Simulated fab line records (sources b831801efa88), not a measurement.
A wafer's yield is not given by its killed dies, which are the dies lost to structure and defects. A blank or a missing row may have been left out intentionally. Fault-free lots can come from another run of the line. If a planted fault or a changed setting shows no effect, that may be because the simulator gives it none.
Commonality check across tools | flow sky130 | Lots sampled 14, wafers sampled 42

== THE REASON FOR OPENING IT ==
Flagged at SKY_LDD_P_CD_MEAS_07: reading cdNm, on 2 of 14 lots. Fault-free wafers read 380.2 nm, with a standard deviation of 2.5.
Rule: a lot gets a flag if all its wafers with a number sit over 4 standard deviations from that mean, or if no wafer of it has a number. The other lots count as sound.

lot  | measured     | on       | cdNm (nm), wafer by wafer | flag
L891 | day 20 04:54 | cdSem-01 | 378.6 378.4 377.8         | 
L892 | day 20 10:43 | cdSem-02 | 378.3 379.7 381.0         | 
L893 | day 20 16:09 | cdSem-01 | 382.8 383.3 380.1         | 
L900 | day 22 20:26 | cdSem-02 | 397.2 396.3 398.9         | FLAGGED
L901 | day 23 06:44 | cdSem-02 | 401.5 398.6 399.9         | FLAGGED
L905 | day 24 21:45 | cdSem-02 | 382.9 385.3 386.0         | 
L906 | day 25 07:14 | cdSem-01 | 377.3 379.6 378.5         | 
L907 | day 25 19:13 | cdSem-01 | 376.3 378.4 375.4         | 
L908 | day 25 21:33 | cdSem-02 | 375.9 377.0 377.4         | 
L909 | day 27 06:35 | cdSem-02 | 384.0 380.9 384.2         | 
L912 | day 27 08:13 | cdSem-02 | 380.6 379.8 378.2         | 
L911 | day 27 08:28 | cdSem-02 | 378.0 380.9 379.1         | 
L913 | day 27 14:51 | cdSem-01 | 378.3 378.9 377.4         | 
L914 | day 28 01:11 | cdSem-01 | 382.5 383.1 382.6         | 
The mean of the flagged lots' numbers is 398.7 nm, +18.5 nm from the usual (+7 standard deviations).

== LOT BY LOT: THE TOOL USED ==
The record keeps 1 process step preceding the reading, out of 708 steps on the route. In each cell: the tool, then ch and the chambers that the sampled wafers went through, then the start.
lot  | flag    | SKY_LDD_P_DEVELOP_06
L891 |         | lithoTrack-02 ch 0, day 20 04:45
L892 |         | lithoTrack-03 ch 0, day 20 10:34
L893 |         | lithoTrack-02 ch 0, day 20 16:00
L900 | FLAGGED | lithoTrack-03 ch 0, day 22 20:18
L901 | FLAGGED | lithoTrack-03 ch 0, day 23 06:36
L905 |         | lithoTrack-02 ch 0, day 24 21:36
L906 |         | lithoTrack-02 ch 0, day 25 07:06
L907 |         | lithoTrack-02 ch 0, day 25 19:04
L908 |         | lithoTrack-02 ch 0, day 25 21:24
L909 |         | lithoTrack-01 ch 0, day 27 06:26
L912 |         | lithoTrack-03 ch 0, day 27 08:04
L911 |         | lithoTrack-02 ch 0, day 27 08:19
L913 |         | lithoTrack-01 ch 0, day 27 14:43
L914 |         | lithoTrack-03 ch 0, day 28 00:58
What the steps here do:
- SKY_LDD_P_DEVELOP_06: develop time 60 s.
- SKY_LDD_P_CD_MEAS_07: target cd 380 nm.

== FLAGGED AGAINST TOTAL, ONE TOOL AT A TIME (gauges that did the reading follow at the end) ==
step                 | tool          | lots run | flagged | share of the flagged lots | sound lots run after its first flagged lot
SKY_LDD_P_DEVELOP_06 | lithoTrack-01 | 2        | 0       | none                      | -
SKY_LDD_P_DEVELOP_06 | lithoTrack-02 | 7        | 0       | none                      | -
SKY_LDD_P_DEVELOP_06 | lithoTrack-03 | 5        | 2       | all                       | 2 (L912,L914)
SKY_LDD_P_CD_MEAS_07 | cdSem-01      | 6        | 0       | none                      | -
SKY_LDD_P_CD_MEAS_07 | cdSem-02      | 8        | 2       | all                       | 5 (L905,L908,L909,L912,L911)

== WHAT THE TABLE ALLOWS ==
In 2 table rows, all flagged lots were run: lithoTrack-03 (SKY_LDD_P_DEVELOP_06), cdSem-02 (SKY_LDD_P_CD_MEAS_07).
- lithoTrack-03 at SKY_LDD_P_DEVELOP_06 ran 5 lots, 2 of them flagged. After the first flagged lot (L912, L914), sound lots still ran on it; a lasting fault on the whole tool would not permit that.
- cdSem-02 at SKY_LDD_P_CD_MEAS_07 ran 8 lots, 2 of them flagged. After the first flagged lot (L905, L908, L909, L912, L911), sound lots still ran on it; a lasting fault on the whole tool would not permit that.
None of the table's rows ran every flagged lot and, after the first, no sound lot.

== WHAT THE SIMULATOR PUT IN ==
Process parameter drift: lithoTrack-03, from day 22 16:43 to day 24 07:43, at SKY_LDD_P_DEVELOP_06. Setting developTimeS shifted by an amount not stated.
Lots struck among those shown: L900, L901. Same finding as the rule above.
